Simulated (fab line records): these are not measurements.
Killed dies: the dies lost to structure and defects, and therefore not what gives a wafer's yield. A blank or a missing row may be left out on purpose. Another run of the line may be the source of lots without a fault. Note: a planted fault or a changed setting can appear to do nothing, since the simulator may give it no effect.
The tool behind it: which one? / flow sky130 / Sampling: 7 lots, 20 wafers, 2 of 708 route steps

## WHAT THE GAUGES SHOWED, per wafer
SKY_LDD_P_TW_MEAS_11.
lot=L719; measured=day 19 11:31; on=film-metro-01; LDD_P_TW=644.1 643.7 639.1
lot=L721; measured=day 20 04:44; on=film-metro-03; LDD_P_TW=643.6 643.5 640.2
lot=L723; measured=day 21 08:19; on=film-metro-03; LDD_P_TW=638.5 637.4 636.4
lot=L727; measured=day 22 11:59; on=film-metro-02; LDD_P_TW=639.1 639.3 640.2
lot=L729; measured=day 23 05:10; on=film-metro-02; LDD_P_TW=641.0 640.4 640.6
lot=L733; measured=day 24 18:41; on=film-metro-02; LDD_P_TW=601.0 639.6
lot=L741; measured=day 27 05:51; on=film-metro-02; LDD_P_TW=637.7 636.5 637.7

## WHICH TOOL RAN EACH LOT (tool, then ch and the chambers of the sampled wafers, then the start)
lot=L719; SKY_LDD_P_IMPLANT_09=implanter-04 ch 0, day 19 11:16
lot=L721; SKY_LDD_P_IMPLANT_09=implanter-03 ch 0, day 20 04:29
lot=L723; SKY_LDD_P_IMPLANT_09=implanter-04 ch 0, day 21 08:05
lot=L727; SKY_LDD_P_IMPLANT_09=implanter-03 ch 0, day 22 11:44
lot=L729; SKY_LDD_P_IMPLANT_09=implanter-03 ch 0, day 23 04:56
lot=L733; SKY_LDD_P_IMPLANT_09=implanter-03 ch 0, day 24 18:27
lot=L741; SKY_LDD_P_IMPLANT_09=implanter-04 ch 0, day 27 05:36
- SKY_LDD_P_IMPLANT_09

## THE ANSWER, worked out from the rows above alone
Rule: usual is defined by the lots themselves. Put in order of their means at a reading, lots are off if they are a third of the lots or fewer, leave a main group of 4 or more, and stand apart from it by a gap of 3 or more times the standard deviation of the main group's means; of several such gaps the widest counts. Not used: any main group whose means are identical at the precision the tables above print for the reading. Also off: a lot with no number at a reading for which 4 or more lots have one. The other lots that the step has rows for count as sound.
Off: L733, at SKY_LDD_P_TW_MEAS_11 (LDD_P_TW). Mean 639.9 and standard deviation 2.1 in the main group.
A tool fits if, at a process step before that reading, it ran every lot that is off, and no sound lot after the first of them. Those tools and the gauges at SKY_LDD_P_TW_MEAS_11 are tried in the same way. One fits: implanter-03 at SKY_LDD_P_IMPLANT_09. Its last sound lot is L729 (day 23 04:56), its first lot that is off L733 (day 24 18:27): a fault that began between those two fits.

## WHAT THE SIMULATOR HAD INSERTED
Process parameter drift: implanter-03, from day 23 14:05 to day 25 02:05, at SKY_LDD_P_IMPLANT_09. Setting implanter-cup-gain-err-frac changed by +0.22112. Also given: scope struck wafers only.
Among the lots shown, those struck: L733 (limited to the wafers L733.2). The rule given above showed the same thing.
